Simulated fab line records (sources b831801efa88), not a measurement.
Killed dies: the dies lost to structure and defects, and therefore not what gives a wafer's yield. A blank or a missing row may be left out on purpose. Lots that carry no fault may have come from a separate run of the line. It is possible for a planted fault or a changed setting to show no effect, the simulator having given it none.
fab line records | flow sky130
record: lots: 12 wafers: 36 last_day: 50
route steps=708 shown VIA2@510 CAPM@538 METAL3@567 PAD_OPEN@708
lots with no fault: from the same line, run without faults
start_h: hours from the record's first day to the start of the lot's first wafer shown | wait_h: how many hours have passed since the lot's step before this one | " identical to the entry in the row above | L1.1+2: a row that stands for several wafers | - value missing, or start not given | * or withheld: withheld | < > ~ a bound
route shown NAME@n: names a module that has steps shown in the file, with the first one's number in the route | usual: mean and standard deviation over wafers with no fault | same: alike in all rows | chamber/n: place in a boat | sites: each site's reading | _std_site: the values' standard deviation | _edge_site: inner sites' mean taken away from outer sites' mean | radius_mm: for every site, how far away it sits from the centre of the wafer | mask NAME#n: copy n | behind: the last tool/chamber to shape the wafer | hold: reason for holding the lot/hours on hold/outcome of the hold | device: which transistor (n, p or np) failed to switch | end of line: the tests these same wafers got at the end of their route | a step without rows: its recipe alone | killed: count of dies lost to structure and defects at first sort (not the wafer's yield) | map: per-die view of a wafer (x killed, . not killed, _ where there is no die)
set.NAME: the setting that was run; set.NAME@STEP: the one run at that earlier step | model.NAME: the simulator's own value behind a step, which no gauge read
route steps across a sampled set of lots; one table per step, one row per wafer
services: the hour from which a tool's chamber was out of use, counted from the record's first day as start_h (under 0 if before that day), plus the number of hours and why
== steps ==
step: SKY_VIA2_BOW_MEAS_03
recipe: mode: bow
usual: VIA2_BOW: 86/7.4
columns lot.wafer tool chamber start_h wait_h VIA2_BOW[um]
L414.3 film_metro-04 - 860.27 0.3 88
L414.5 " - " " 90
L414.6 " - " " 93
L417.1 film_metro-03 - 861.76 0.2 83
L417.3 " - " " 78
L417.4 " - " " 75
L415.1 film_metro-03 - 866.81 0.1 94
L415.4 " - " " 87
L415.5 " - " " 84
L413.1 film_metro-03 - 867.53 0.1 90
L413.3 " - " " 92
L413.5 " - " " 102
L416.1 film_metro-03 - 869.86 0.1 81
L416.2 " - " " 87
L416.4 " - " " 78
L419.3 film_metro-04 - 876.87 0.1 86
L419.5 " - " " 94
L419.6 " - " " 98
L418.4 film_metro-01 - 879.93 0.3 74
L418.5 " - " " 82
L418.6 " - " " 97
L420.4 film_metro-01 - 883.37 0.3 84
L420.5 " - " " 86
L420.6 " - " " 82
L425.1 film_metro-01 - 920.82 0.1 91
L425.3 " - " " 90
L425.5 " - " " 81
L428.1 film_metro-03 - 938.14 0.2 97
L428.2 " - " " 91
L428.3 " - " " 92
L432.1 film_metro-01 - 964.70 0.1 91
L432.2 " - " " 80
L432.4 " - " " 92
L436.2 film_metro-01 - 991.89 0.1 95
L436.3 " - " " 86
L436.6 " - " " 79
step: SKY_VIA2_CD_MEAS_12
recipe: target_cd_nm: 200
usual: cd_nm: 199.6/1.6
columns lot.wafer tool chamber start_h wait_h cd_nm
L414.3 cd_sem-02 - 885.19 - 199.3
L414.5 " - " " 199.4
L414.6 " - " " 200.4
L417.1 cd_sem-02 - 887.10 - 202.5
L417.3 " - " " 200.7
L417.4 " - " " 201.5
L415.1 cd_sem-02 - 891.80 - 200.1
L415.4 " - " " 200.2
L415.5 " - " " 199.5
L413.1 cd_sem-02 - 892.79 - 199.7
L413.3 " - " " 199.3
L413.5 " - " " 198.4
L416.1 cd_sem-02 - 895.40 - 198.3
L416.2 " - " " 199.0
L416.4 " - " " 197.8
L419.3 cd_sem-02 - 901.79 - 200.7
L419.5 " - " " 200.6
L419.6 " - " " 201.0
L418.4 cd_sem-02 - 905.08 - 197.9
L418.5 " - " " 200.4
L418.6 " - " " 198.8
L420.4 cd_sem-02 - 908.04 - 201.4
L420.5 " - " " 200.1
L420.6 " - " " 201.5
L425.1 cd_sem-01 - 945.59 - 198.0
L425.3 " - " " 201.5
L425.5 " - " " 199.6
L428.1 cd_sem-02 - 962.34 - 200.0
L428.2 " - " " 201.2
L428.3 " - " " 200.4
L432.1 cd_sem-01 - 988.54 - 199.9
L432.2 " - " " 200.3
L432.4 " - " " 199.8
L436.2 cd_sem-02 - 1015.07 - 198.2
L436.3 " - " " 199.0
L436.6 " - " " 198.6
step: SKY_CAPM_THK_MEAS_01
recipe: reads: SiO2_of_CAPM_CVD_00
usual: CAPM_CVD_00_THK: 15.38/0.24
columns lot.wafer tool chamber start_h wait_h CAPM_CVD_00_THK[nm]
L414.3 film_metro-03 - 886.90 - 15.41
L414.5 " - " " 15.45
L414.6 " - " " 15.84
L417.1 film_metro-03 - 888.80 - 15.42
L417.3 " - " " 15.03
L417.4 " - " " 15.38
L415.1 film_metro-01 - 893.56 - 15.23
L415.4 " - " " 15.50
L415.5 " - " " 15.34
L413.1 film_metro-02 - 894.53 - 15.59
L413.3 " - " " 15.68
L413.5 " - " " 15.92
L416.1 film_metro-03 - 897.13 - 15.43
L416.2 " - " " 15.19
L416.4 " - " " 15.70
L419.3 film_metro-03 - 903.50 - 15.27
L419.5 " - " " 15.50
L419.6 " - " " 15.45
L418.4 film_metro-03 - 906.75 - 15.14
L418.5 " - " " 15.35
L418.6 " - " " 15.01
L420.4 film_metro-02 - 909.72 - 15.74
L420.5 " - " " 15.65
L420.6 " - " " 15.77
L425.1 film_metro-01 - 947.29 - 15.19
L425.3 " - " " 15.26
L425.5 " - " " 15.44
L428.1 film_metro-01 - 964.08 - 15.24
L428.2 " - " " 15.13
L428.3 " - " " 15.18
L432.1 film_metro-02 - 990.24 - 15.71
L432.2 " - " " 15.52
L432.4 " - " " 15.80
L436.2 film_metro-03 - 1018.67 - 15.09
L436.3 " - " " 14.99
L436.6 " - " " 15.30
step: SKY_METAL3_ETCH_17
recipe: target: SiO2 stop_on: TiN chemistry: C4F8/O2/Ar source_w: 1500 bias_w: 1200 pressure_mtorr: 40 c4f8_flow_sccm: withheld O2_flow_sccm: 6 Ar_flow_sccm: 300 time_s: 3.9 target_depth_a: 150
usual: bias_w: 1201/3.6 oes_product_au: 0.751/0.0071 rf_fwd_power_W: 1466/5.3
columns lot.wafer tool chamber start_h wait_h bias_w oes_product_au rf_fwd_power_W rf_hours_counter_h
L414.3 rie_diel-03 2 936.98 0.0 1202 0.755 1469 7
L414.5 " 3 " " 1195 0.756 1466 -
L414.6 " 0 " " 1204 0.766 1469 -
L417.1 rie_diel-04 2 938.88 0.1 1204 0.754 1460 5
L417.3 " 0 " " 1204 0.745 1460 7
L417.4 " 3 " " 1201 0.748 1465 5
L415.1 rie_diel-04 1 943.39 0.1 1208 0.741 1465 21
L415.4 " 3 " " 1193 0.744 1466 -
L415.5 " 0 " " 1200 0.750 1465 -
L413.1 rie_diel-04 0 945.13 0.1 1201 0.760 1465 7
L413.3 " 3 " " 1200 0.756 1461 6
L413.5 " 3 " " 1204 0.767 1467 -
L416.1 rie_diel-03 2 947.58 0.1 1203 0.747 1478 7
L416.2 " 1 " " 1203 0.746 1467 0
L416.4 " 3 " " 1199 0.764 1456 14
L419.3 rie_diel-04 3 952.33 0.0 1198 0.754 1714 6
L419.5 " 1 " " 1204 0.757 1467 -
L419.6 " 2 " " 1205 0.746 1458 -
L418.4 rie_diel-03 3 956.80 0.0 1198 0.740 1461 15
L418.5 " 2 " " 1204 0.748 1469 -
L418.6 " 1 " " 1201 0.748 1475 -
L420.4 rie_diel-02 2 959.48 0.0 1193 0.764 1474 18
L420.5 " 0 " " 1203 0.752 1463 -
L420.6 " 3 " " 1202 0.761 1464 -
L425.1 rie_diel-02 3 995.93 0.1 1199 0.750 1462 10
L425.3 " 2 " " 1203 0.745 1467 20
L425.5 " 2 " " 1200 0.742 1470 -
L428.1 rie_diel-03 0 1011.63 0.1 1198 0.741 1470 21
L428.2 " 3 " " 1194 0.751 1458 16
L428.3 " 2 " " 1198 0.743 1470 9
L432.1 rie_diel-03 2 1037.18 0.1 1193 0.759 1480 10
L432.2 " 1 " " 1195 0.750 1462 3
L432.4 " 0 " " 1202 0.762 1464 -
L436.2 rie_diel-03 0 1063.44 0.1 1201 0.739 1469 23
L436.3 " 3 " " 1200 0.740 1461 18
L436.6 " 3 " " 1202 0.753 1458 -
step: SKY_PAD_OPEN_PROBE_99
usual: defect_limited_yield: 82.2/1.9 killed_at_M0_to_M3: 44/6.7 killed_at_M4_up: 3.1/1.8 killed_at_contacts: 24/5.1 killed_at_front_end: 16/4.7 killed_at_other: 0.3/0.59 killed_dies: 88/9.6 killed_open: 48/7.3 killed_short: 39/6.5 sort_bin_3_pad_short: 0.9/0.43 sort_bin_5_function: 10.6/1.6 sort_bin_6_memory: 6.3/1.1 sort_n_pass: 404/9.6 sort_yield_pct: 82.2/1.9
same: gross_dies: 492 killed_at_back_side: 0 sort_bin_4_leakage[%]: 0 sort_bin_8_speed[%]: 0
columns lot.wafer tool chamber start_h wait_h defect_limited_yield[%] killed_at_M0_to_M3 killed_at_M4_up killed_at_contacts killed_at_front_end killed_at_other killed_dies killed_open killed_short sort_bin_3_pad_short[%] sort_bin_5_function[%] sort_bin_6_memory[%] sort_n_pass sort_yield_pct[%]
L413.1 prober-02 - 1112.88 0.1 81.5 44 2 33 12 0 91 60 30 0.4 11.4 6.7 401 81.5
L413.3 prober-02 - 1112.98 0.2 82.1 47 6 22 13 0 88 47 40 1.2 10.2 6.5 404 82.1
L413.5 prober-02 - 1113.08 0.2 85.6 36 3 16 16 0 71 38 33 0.8 7.5 6.1 421 85.6
L416.1 prober-01 - 1115.14 0.1 81.9 44 6 17 22 0 89 52 37 0.8 12.0 5.3 403 81.9
L416.2 prober-01 - 1115.19 0.1 80.9 43 2 32 17 0 94 54 40 0.8 12.4 5.9 398 80.9
L416.4 prober-01 - 1115.29 0.2 82.1 49 3 21 15 0 88 53 35 1.0 9.6 7.3 404 82.1
L420.4 prober-02 - 1129.07 0.2 83.7 38 1 23 17 1 80 47 33 0.6 10.4 5.3 412 83.7
L420.5 prober-02 - 1129.12 0.2 81.3 54 5 18 15 0 92 55 37 0 12.0 6.7 400 81.3
L420.6 prober-02 - 1129.17 0.2 82.5 49 1 26 10 0 86 46 40 1.4 11.4 4.7 406 82.5
L428.1 prober-02 - 1164.52 0.1 83.5 30 2 31 18 0 81 42 39 0.6 9.6 6.3 411 83.5
L428.2 prober-02 - 1164.57 0.1 83.9 31 6 23 17 2 79 34 43 1.8 9.8 4.5 413 83.9
L428.3 prober-02 - 1164.62 0.2 83.1 37 1 27 17 1 83 44 38 1.8 8.1 6.9 409 83.1
L432.1 prober-02 - 1184.05 0.1 83.5 49 2 17 13 0 81 41 40 0.6 9.1 6.7 411 83.5
L432.2 prober-02 - 1184.10 0.1 79.7 55 1 26 18 0 100 61 38 0.6 13.4 6.3 392 79.7
L432.4 prober-02 - 1184.20 0.2 81.3 49 2 30 11 0 92 53 39 0.4 12.2 6.1 400 81.3
killed by level:class
L413.1 VIA1:geometric_particle:open=13 CONTACT:geometric_particle:short=12 VIA2:geometric_particle:open=12 LI_CONTACT:geometric_particle:open=8 CONTACT:geometric_particle:open=8 VIA3:geometric_particle:open=7 LOCAL_INTERCONNECT:geometric_particle:short=4 VIA2:geometric_particle:short=4
L413.3 VIA1:geometric_particle:open=10 VIA2:geometric_particle:open=9 VIA3:geometric_particle:open=8 LI_CONTACT:geometric_particle:open=7 CONTACT:geometric_particle:short=6 METAL1:geometric_particle:short=4 LI_CONTACT:geometric_particle:short=4 VIA1:geometric_particle:short=4
L413.5 VIA1:geometric_particle:open=9 VIA2:geometric_particle:open=8 LI_CONTACT:geometric_particle:open=6 VIA1:geometric_particle:short=6 FIELD_ISO:geometric_particle:open=4 CONTACT:geometric_particle:short=4 POLY_GATE:geometric_particle:short=3 METAL1:geometric_particle:short=3
L416.1 VIA1:geometric_particle:open=11 VIA2:geometric_particle:open=7 METAL1:geometric_particle:short=7 POLY_GATE:geometric_particle:open=5 POLY_GATE:geometric_particle:short=5 LI_CONTACT:geometric_particle:open=5 LOCAL_INTERCONNECT:geometric_particle:short=5 METAL2:geometric_particle:short=5
L416.2 CONTACT:geometric_particle:open=15 VIA1:geometric_particle:open=12 METAL2:geometric_particle:short=8 FIELD_ISO:geometric_particle:open=6 METAL1:geometric_particle:short=6 LI_CONTACT:geometric_particle:open=5 LI_CONTACT:geometric_particle:short=5 CONTACT:geometric_particle:short=5
L416.4 VIA1:geometric_particle:open=14 CONTACT:geometric_particle:open=7 VIA2:geometric_particle:open=7 METAL2:geometric_particle:short=7 FIELD_ISO:geometric_particle:open=6 CONTACT:geometric_particle:short=5 VIA1:geometric_particle:short=5 VIA3:geometric_particle:open=4
L420.4 CONTACT:geometric_particle:open=9 VIA1:geometric_particle:open=9 FIELD_ISO:geometric_particle:open=6 CONTACT:geometric_particle:short=6 VIA2:geometric_particle:open=6 VIA3:geometric_particle:open=5 POLY_GATE:geometric_particle:open=4 LI_CONTACT:geometric_particle:open=4
L420.5 VIA1:geometric_particle:open=14 VIA3:geometric_particle:open=10 LI_CONTACT:geometric_particle:open=9 POLY_GATE:geometric_particle:open=5 VIA2:geometric_particle:short=5 FIELD_ISO:geometric_particle:short=4 VIA1:geometric_particle:short=4 POLY_GATE:geometric_particle:short=4
L420.6 VIA1:geometric_particle:open=10 LI_CONTACT:geometric_particle:open=8 VIA2:geometric_particle:open=8 FIELD_ISO:geometric_particle:short=7 VIA3:geometric_particle:open=7 CONTACT:geometric_particle:open=7 VIA1:geometric_particle:short=5 VIA3:geometric_particle:short=5
L428.1 CONTACT:geometric_particle:open=11 FIELD_ISO:geometric_particle:short=8 VIA3:geometric_particle:open=7 LI_CONTACT:geometric_particle:open=6 CONTACT:geometric_particle:short=5 VIA1:geometric_particle:open=5 METAL2:geometric_particle:short=5 LOCAL_INTERCONNECT:geometric_particle:short=4
L428.2 CONTACT:geometric_particle:open=8 LOCAL_INTERCONNECT:geometric_particle:short=7 FIELD_ISO:geometric_particle:short=6 VIA1:geometric_particle:open=6 METAL4:geometric_particle:short=6 VIA2:geometric_particle:open=5 VIA1:geometric_particle:short=5 CONTACT:geometric_particle:short=4
L428.3 CONTACT:geometric_particle:open=10 METAL2:geometric_particle:short=7 LOCAL_INTERCONNECT:geometric_particle:short=6 VIA1:geometric_particle:open=6 VIA3:geometric_particle:open=5 VIA3:geometric_particle:short=5 FIELD_ISO:geometric_particle:open=4 FIELD_ISO:geometric_particle:short=4
L432.1 VIA1:geometric_particle:open=15 METAL2:geometric_particle:short=10 LI_CONTACT:geometric_particle:open=7 POLY_GATE:geometric_particle:short=5 METAL1:geometric_particle:short=5 VIA2:geometric_particle:open=5 LOCAL_INTERCONNECT:geometric_particle:short=4 VIA1:geometric_particle:short=4
L432.2 VIA1:geometric_particle:open=14 VIA2:geometric_particle:open=11 CONTACT:geometric_particle:open=10 METAL2:geometric_particle:short=8 FIELD_ISO:geometric_particle:open=5 LI_CONTACT:geometric_particle:short=5 METAL1:geometric_particle:short=5 VIA3:geometric_particle:open=5
L432.4 VIA1:geometric_particle:open=15 CONTACT:geometric_particle:open=9 LI_CONTACT:geometric_particle:open=9 VIA1:geometric_particle:short=8 VIA2:geometric_particle:open=7 LOCAL_INTERCONNECT:geometric_particle:short=4 CONTACT:geometric_particle:short=4 VIA2:geometric_particle:short=4
== services ==
columns tool chamber start_h hours kind
rie_diel-04 1 919.56 11.2 repair
rie_diel-03 1 928.08 - clean
rie_diel-03 1 928.08 - consumable_replace:showerhead
rie_diel-03 1 928.08 15.8 scheduled_down
rie_diel-03 1 928.08 15.8 vent_cycle
rie_diel-02 2 941.32 6.2 repair
rie_diel-04 2 941.64 5.4 repair
rie_diel-02 3 967.10 8.3 repair
rie_diel-03 3 975.32 7.8 repair
rie_diel-03 3 987.66 3.5 repair
rie_diel-03 1 997.41 16.0 repair
rie_diel-02 3 1014.20 1.8 repair
rie_diel-03 3 1025.41 14.9 repair
rie_diel-02 0 1029.07 - clean
rie_diel-02 0 1029.07 24.8 scheduled_down
rie_diel-02 0 1029.07 24.8 vent_cycle
== key ==
first_sign: step: SKY_METAL3_ETCH_17 reading: rf_fwd_power_W direction: up sigmas: 47 usual: 1466 struck: 1714
effect none on later readings
met_at SKY_METAL3_ETCH_17
struck_lots L419
struck_wafers L419.3
not_acting_at SKY_VIA2_BOW_MEAS_03,SKY_VIA2_CD_MEAS_12,SKY_CAPM_THK_MEAS_01
onset_between 945.13 952.33
fault: kind: process_parameter_drift tool: rie_diel-04 chamber: 3 onset_h: 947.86 steps: SKY_METAL3_ETCH_17 channel: source_w offset: 240 shape: step acts_in: these_recipes_only stated: 1500
